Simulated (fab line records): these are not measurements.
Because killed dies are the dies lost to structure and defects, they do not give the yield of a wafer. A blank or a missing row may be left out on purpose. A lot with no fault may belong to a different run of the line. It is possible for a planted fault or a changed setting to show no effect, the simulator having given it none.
Split-lot trial    flow sky130    route with 708 steps; 5 lots, 23 wafers read

## THE SPLIT
At SKY_LDD_N_IMPLANT_14, the setting energy-kev was moved away from the recipe's 50 on 10 of the 23 wafers read, by -5.1% to +2.4%. The other wafers ran this setting at the recipe's value.

Reading taken at the split's own step.

## THE READING
implant.drp-nm (the simulator's own value, which no gauge read), in nm, at SKY_LDD_N_IMPLANT_14. The file gives no usual value for it.

wafer   tool, chamber at the split  energy-kev as run  against the recipe  implant.drp-nm, nm  against lot-mates on the recipe
L077.1  implanter-04, 0             50                 recipe              18.83               -
L077.2  implanter-04, 0             50                 recipe              18.83               -
L077.3  implanter-04, 0             50                 recipe              18.83               -
L077.5  implanter-04, 0             48.54              -2.9%               18.43               -0.40
L077.6  implanter-04, 0             48.54              -2.9%               18.43               -0.40
L080.2  implanter-03, 0             50                 recipe              18.83               -
L080.4  implanter-03, 0             50                 recipe              18.83               -
L080.5  implanter-03, 0             50                 recipe              18.83               -
L082.1  implanter-01, 0             47.45              -5.1%               18.13               -0.70
L082.5  implanter-01, 0             47.45              -5.1%               18.13               -0.70
L082.3  implanter-01, 0             50                 recipe              18.83               -
L082.4  implanter-01, 0             50                 recipe              18.83               -
L082.6  implanter-01, 0             50                 recipe              18.83               -
L084.1  implanter-01, 0             50                 recipe              18.83               -
L084.3  implanter-01, 0             50                 recipe              18.83               -
L084.2  implanter-01, 0             51.2               +2.4%               19.16               +0.33
L084.5  implanter-01, 0             51.2               +2.4%               19.16               +0.33
L084.6  implanter-01, 0             51.2               +2.4%               19.16               +0.33
L085.1  implanter-04, 0             50                 recipe              18.83               -
L085.4  implanter-04, 0             50                 recipe              18.83               -
L085.2  implanter-04, 0             49.02              -2.0%               18.56               -0.27
L085.3  implanter-04, 0             49.02              -2.0%               18.56               -0.27
L085.5  implanter-04, 0             49.02              -2.0%               18.56               -0.27

THE FIT
A straight line over all 23 wafers: implant.drp-nm changes by +0.137 nm for each +1% of energy-kev; r = +1.00; the points scatter about the line by 0.00048 nm.
The same after taking each lot's own level away (the mean of its wafers on the recipe; 23 wafers): +0.137 nm for each +1%; r = +1.00; scatter 0.00048 nm.
Per that fit: largest energy-kev move, reading shift of 0.7 nm.
The lots' own levels span 18.830 to 18.830 nm.
Consequently the slope shifts little with the lot-to-lot level, the two slopes agreeing.
Check: -0.7 nm against its lot-mates is what the line predicts for one of the wafers moved furthest among these (-5.1%) when that wafer is left out of the fit. Against them it came out at -0.7 nm.

## FURTHER SPLITS ON THESE WAFERS
Before the reading, these wafers also passed through other splits. Each is held against what the fit with the lots' levels taken away leaves over:
other split on the same wafers        wafers away from the commonest value  r with implant.drp-nm (lot level and that fit taken away)
SKY_RES_PROTECT_SOFTBAKE_03 temp-c    2                                     +0.33
SKY_POLY_GATE_OXIDATION_20 ox-time-s  18                                    -0.44
SKY_LDD_N_IMPLANT_09 energy-kev       5                                     +0.57

## THE WHOLE CHAIN: every reading that the file lists as answering this split, in the file's order
step                  what it does  reading                                                          change (the file's fit)                r (the file's)
SKY_LDD_N_IMPLANT_14                implant.rp-nm (the simulator's own value, which no gauge read)   +0.318 nm for each +1% of the setting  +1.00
SKY_LDD_N_IMPLANT_14                implant.drp-nm (the simulator's own value, which no gauge read)  +0.138 nm for each +1% of the setting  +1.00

## THE FILE'S OWN FIT
implant.drp-nm changes by +0.138 nm for each +1% of energy-kev, r = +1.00.
